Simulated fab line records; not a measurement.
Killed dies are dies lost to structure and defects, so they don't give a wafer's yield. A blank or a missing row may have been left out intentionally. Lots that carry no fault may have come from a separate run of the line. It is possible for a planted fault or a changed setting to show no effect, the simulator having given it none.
Which tool was responsible? -- flow sfqLine -- 14 lots, 42 wafers sampled, at 6 steps of a route of 325

## WHAT THE GAUGES SHOWED, per wafer
No reading from a measuring or inspecting step in the record can be judged against a usual standard deviation.

## WHICH TOOL RAN EACH LOT (tool, then ch and the chambers of the sampled wafers, then the start)
lot,SFQ_TRILAYER_I0_DEP_PECVD_027,SFQ_TRILAYER_I1_VIA_BARC_OPEN_VIA_ETCH_071,SFQ_TRILAYER_I1_VIA_ETCH_VIA_ETCH_052,SFQ_TRILAYER_M2_LITHO_EXPOSE_058,SFQ_TRILAYER_JJ_TRILAYER_DEP_SPUTTER_110,SFQ_TRILAYER_I7_DEP_PECVD_183
L965,"pecvd-02 ch 1,2, day 8 09:51","rieDiel-03 ch 0,1,3, day 24 15:02","rieDiel-03 ch 0,1,3, day 24 15:04","krfScanner-02 ch 0, day 31 03:14","pvdSputter-04, day 55 02:53","pecvd-02 ch 1,2, day 71 01:14"
L967,"pecvd-02 ch 1,2, day 8 14:39","rieDiel-03 ch 0,1,2, day 25 04:14","rieDiel-03 ch 0,1,2, day 25 04:16","krfScanner-02 ch 0, day 31 14:14","pvdSputter-05, day 55 10:05","pecvd-03 ch 0,1,2, day 71 07:44"
L968,"pecvd-04 ch 0,1, day 8 23:03","rieDiel-03 ch 0,3, day 25 23:24","rieDiel-03 ch 0,2, day 25 23:26","krfScanner-01 ch 0, day 32 07:45","pvdSputter-05, day 55 23:17","pecvd-03 ch 0,1, day 71 13:15"
L970,"pecvd-02 ch 0,1,2, day 9 09:40","rieDiel-03 ch 0,2,3, day 27 03:00","rieDiel-03 ch 0,2,3, day 27 03:02","krfScanner-02 ch 0, day 33 04:05","pvdSputter-03, day 57 02:13","pecvd-02 ch 0,1, day 77 14:53"
L971,"pecvd-02 ch 0,2, day 9 15:39","rieDiel-01 ch 1,2,3, day 27 05:24","rieDiel-01 ch 1,2,3, day 27 05:26","krfScanner-02 ch 0, day 33 07:53","pvdSputter-05, day 57 06:25","pecvd-03 ch 0,1, day 77 17:17"
L972,"pecvd-04 ch 1,2, day 10 02:27","rieDiel-01 ch 0,1,3, day 27 22:12","rieDiel-01 ch 0,1,3, day 27 22:14","krfScanner-02 ch 0, day 33 23:29","pvdSputter-03, day 58 19:46","pecvd-02 ch 0,1,2, day 80 10:50"
L974,"pecvd-02 ch 0,1,2, day 14 15:48","rieDiel-02 ch 0,1, day 28 05:24","rieDiel-02 ch 0,1, day 28 05:26","krfScanner-02 ch 0, day 34 06:53","pvdSputter-03, day 59 01:44","pecvd-02 ch 1,2, day 80 17:21"
L975,"pecvd-02 ch 1,2, day 15 03:58","rieDiel-03 ch 1,2,3, day 28 14:14","rieDiel-03 ch 1,2,3, day 28 14:17","krfScanner-02, day 34 14:05","pvdSputter-05, day 59 05:20","pecvd-03 ch 0,1,2, day 81 02:04"
L976,"pecvd-02 ch 0,1, day 15 09:58","rieDiel-01 ch 1,2, day 28 21:26","rieDiel-01 ch 1,2, day 28 21:29","krfScanner-02, day 34 20:53","pvdSputter-04, day 59 07:49","pecvd-03 ch 0,1,2, day 81 11:14"
L977,"pecvd-02 ch 0,1, day 15 17:00","rieDiel-03 ch 0,2, day 29 04:38","rieDiel-03 ch 0,2, day 29 04:41","krfScanner-02 ch 0, day 35 05:17","pvdSputter-03, day 59 08:56","pecvd-04 ch 0,1,2, day 81 11:38"
L982,"pecvd-02 ch 0,1,2, day 17 06:11","rieDiel-03 ch 0,1,3, day 30 16:46","rieDiel-03 ch 0,1,3, day 30 16:49","krfScanner-01 ch 0, day 36 18:18","pvdSputter-05, day 60 12:34","pecvd-02 ch 0,1, day 82 14:28"
L985,"pecvd-04 ch 0,1, day 18 20:53","rieDiel-03 ch 0,2,3, day 33 01:26","rieDiel-03 ch 0,2,3, day 33 01:29","krfScanner-02 ch 0, day 38 18:15","pvdSputter-05, day 61 19:48","pecvd-04 ch 0,1, day 83 11:49"
L986,"pecvd-04 ch 1,2, day 19 03:09","rieDiel-01 ch 1,2, day 33 02:38","rieDiel-01 ch 1,2, day 33 02:41","krfScanner-02 ch 0, day 38 20:27","pvdSputter-04, day 61 23:14","pecvd-02 ch 0,2, day 83 14:13"
L987,"pecvd-03 ch 0,1, day 19 10:05","rieDiel-02 ch 0,2,3, day 33 07:40","rieDiel-02 ch 0,2,3, day 33 07:42","krfScanner-02 ch 0, day 39 01:15","pvdSputter-03, day 62 01:38","pecvd-03 ch 0,1,2, day 83 17:38"
- SFQ_TRILAYER_I0_DEP_PECVD_027: deposits SiO2 from SiH4/N2O, time 111.11 s, target thk 500 nm.
- SFQ_TRILAYER_I1_VIA_BARC_OPEN_VIA_ETCH_071: etches BARC in O2, target depth 125 nm, time 41.7 s.
- SFQ_TRILAYER_I1_VIA_ETCH_VIA_ETCH_052: etches SiO2 in CHF3, stops on Nb, target depth 260 nm.
- SFQ_TRILAYER_M2_LITHO_EXPOSE_058: exposes mask M2, target cd 500 nm.
- SFQ_TRILAYER_JJ_TRILAYER_DEP_SPUTTER_110: material Al, target thk 8 nm, time 10 s.
- SFQ_TRILAYER_I7_DEP_PECVD_183: deposits SiO2 from SiH4/N2O, time 111.11 s, target thk 500 nm.

## WHAT THE TOOLS THEMSELVES READ (means of the sampled wafers that have a number; where no wafer has one, the mark that the record gives instead)
SFQ_TRILAYER_I0_DEP_PECVD_027. Usual: heaterPowerW 90 W, standard deviation 13; throttleValvePct 25.4 %, standard deviation 1.3.
lot,tool,heaterPowerW (W),throttleValvePct (%),flag
L965,pecvd-02,88,24.5,
L967,pecvd-02,81,24.6,
L968,pecvd-04,89,25.0,
L970,pecvd-02,91,25.1,
L971,pecvd-02,92,25.6,
L972,pecvd-04,74,23.8,
L974,pecvd-02,92,25.6,
L975,pecvd-02,93,25.2,
L976,pecvd-02,84,26.1,
L977,pecvd-02,89,25.6,
L982,pecvd-02,92,25.9,
L985,pecvd-04,88,23.8,
L986,pecvd-04,86,24.3,
L987,pecvd-03,110,25.8,

SFQ_TRILAYER_I1_VIA_BARC_OPEN_VIA_ETCH_071. Usual: biasW 80.03 W, standard deviation 0.25; chamberPressureMTorr 29.998 mTorr, standard deviation 0.027; drypumpMotorCurrentA 5.8 A, standard deviation 0.51; oesProductAu 0.686 a.u., standard deviation 0.0045.
lot,tool,biasW (W),chamberPressureMTorr (mTorr),drypumpMotorCurrentA (A),oesProductAu (a.u.),flag
L965,rieDiel-03,80.06,29.993,5.9,0.688,
L967,rieDiel-03,79.99,29.997,6.0,0.682,
L968,rieDiel-03,80.04,29.982,6.2,0.685,
L970,rieDiel-03,80.09,29.995,6.4,0.685,
L971,rieDiel-01,80.01,29.998,5.7,0.688,
L972,rieDiel-01,79.85,30.010,5.6,0.685,
L974,rieDiel-02,79.93,30.017,5.1,0.685,
L975,rieDiel-03,-,-,-,-,OFF
L976,rieDiel-01,-,-,-,-,OFF
L977,rieDiel-03,79.77,30.019,6.5,0.689,
L982,rieDiel-03,79.78,29.983,5.9,0.686,
L985,rieDiel-03,80.06,29.994,6.4,0.685,
L986,rieDiel-01,79.97,30.009,5.9,0.681,
L987,rieDiel-02,80.03,29.998,5.7,0.688,

SFQ_TRILAYER_I1_VIA_ETCH_VIA_ETCH_052. Usual: biasW 80.01 W, standard deviation 0.25; chamberPressureMTorr 29.998 mTorr, standard deviation 0.03; drypumpMotorCurrentA 5.8 A, standard deviation 0.51; oesProductAu 0.856 a.u., standard deviation 0.0053.
lot,tool,biasW (W),chamberPressureMTorr (mTorr),drypumpMotorCurrentA (A),oesProductAu (a.u.),flag
L965,rieDiel-03,80.22,30.001,5.9,0.856,
L967,rieDiel-03,80.02,29.981,6.0,0.858,
L968,rieDiel-03,80.03,29.972,6.5,0.855,
L970,rieDiel-03,79.90,29.979,6.4,0.855,
L971,rieDiel-01,79.84,30.012,5.7,0.855,
L972,rieDiel-01,80.09,30.011,5.6,0.854,
L974,rieDiel-02,80.18,29.976,5.2,0.855,
L975,rieDiel-03,80.19,29.985,6.1,0.376,OFF
L976,rieDiel-01,79.99,29.995,5.9,0.376,OFF
L977,rieDiel-03,80.24,29.999,6.5,0.860,
L982,rieDiel-03,79.84,29.991,5.9,0.862,
L985,rieDiel-03,80.10,30.016,6.4,0.858,
L986,rieDiel-01,80.14,30.020,5.9,0.858,
L987,rieDiel-02,79.82,29.993,5.7,0.856,

SFQ_TRILAYER_M2_LITHO_EXPOSE_058. Usual: exposureDoseMJCm2 14.401, standard deviation 0.017; focusOffsetNm 0.0 nm, standard deviation 0.5.
lot,tool,exposureDoseMJCm2,focusOffsetNm (nm),flag
L965,krfScanner-02,14.406,-0.1,
L967,krfScanner-02,14.395,-0.6,
L968,krfScanner-01,14.381,-0.3,
L970,krfScanner-02,14.412,-0.6,
L971,krfScanner-02,14.399,0.3,
L972,krfScanner-02,14.393,0.1,
L974,krfScanner-02,14.386,0.1,
L975,krfScanner-02,-,-,OFF
L976,krfScanner-02,-,-,OFF
L977,krfScanner-02,14.407,0.6,
L982,krfScanner-01,14.413,0.2,
L985,krfScanner-02,14.399,-0.3,
L986,krfScanner-02,14.411,0.1,
L987,krfScanner-02,14.402,0.0,

SFQ_TRILAYER_JJ_TRILAYER_DEP_SPUTTER_110. Usual: throttleValvePct 30.1 %, standard deviation 1.2.
lot,tool,throttleValvePct (%),flag
L965,pvdSputter-04,30.4,
L967,pvdSputter-05,30.7,
L968,pvdSputter-05,31.2,
L970,pvdSputter-03,28.9,
L971,pvdSputter-05,30.6,
L972,pvdSputter-03,28.6,
L974,pvdSputter-03,28.9,
L975,pvdSputter-05,30.8,
L976,pvdSputter-04,31.1,
L977,pvdSputter-03,28.9,
L982,pvdSputter-05,30.7,
L985,pvdSputter-05,30.8,
L986,pvdSputter-04,30.9,
L987,pvdSputter-03,29.1,

SFQ_TRILAYER_I7_DEP_PECVD_183. Usual: heaterPowerW 97 W, standard deviation 17; throttleValvePct 25.5 %, standard deviation 1.1.
lot,tool,heaterPowerW (W),throttleValvePct (%),flag
L965,pecvd-02,82,24.7,
L967,pecvd-03,103,25.6,
L968,pecvd-03,100,25.0,
L970,pecvd-02,87,25.7,
L971,pecvd-03,109,25.5,
L972,pecvd-02,89,26.1,
L974,pecvd-02,91,25.5,
L975,pecvd-03,108,25.3,
L976,pecvd-03,105,25.4,
L977,pecvd-04,79,23.8,
L982,pecvd-02,86,26.7,
L985,pecvd-04,89,24.1,
L986,pecvd-02,89,27.0,
L987,pecvd-03,110,25.5,

## THE ANSWER, worked out from the rows above alone
Rule: a lot counts as off when the mean over its wafers that have a number is more than 3 standard deviations away from the usual mean. Also off: a lot with no number at a reading for which 4 or more lots have one. The other lots that the step has rows for count as sound. The gauges are gone through in route order, then the tools' own readings, and for those a lot's mean is taken as printed above. At the first step where some lot is off, the reading lying furthest off is the one used; lots without a number count as furthest.
Off: L975, L976, at SFQ_TRILAYER_I1_VIA_BARC_OPEN_VIA_ETCH_071 (biasW). Without a number there: L975, L976.
A tool fits if, at that step or a process step before it, it ran every lot that is off, and no sound lot after the first of them. Of those tried, none fits.

## WHAT THE SIMULATOR HAD INSERTED
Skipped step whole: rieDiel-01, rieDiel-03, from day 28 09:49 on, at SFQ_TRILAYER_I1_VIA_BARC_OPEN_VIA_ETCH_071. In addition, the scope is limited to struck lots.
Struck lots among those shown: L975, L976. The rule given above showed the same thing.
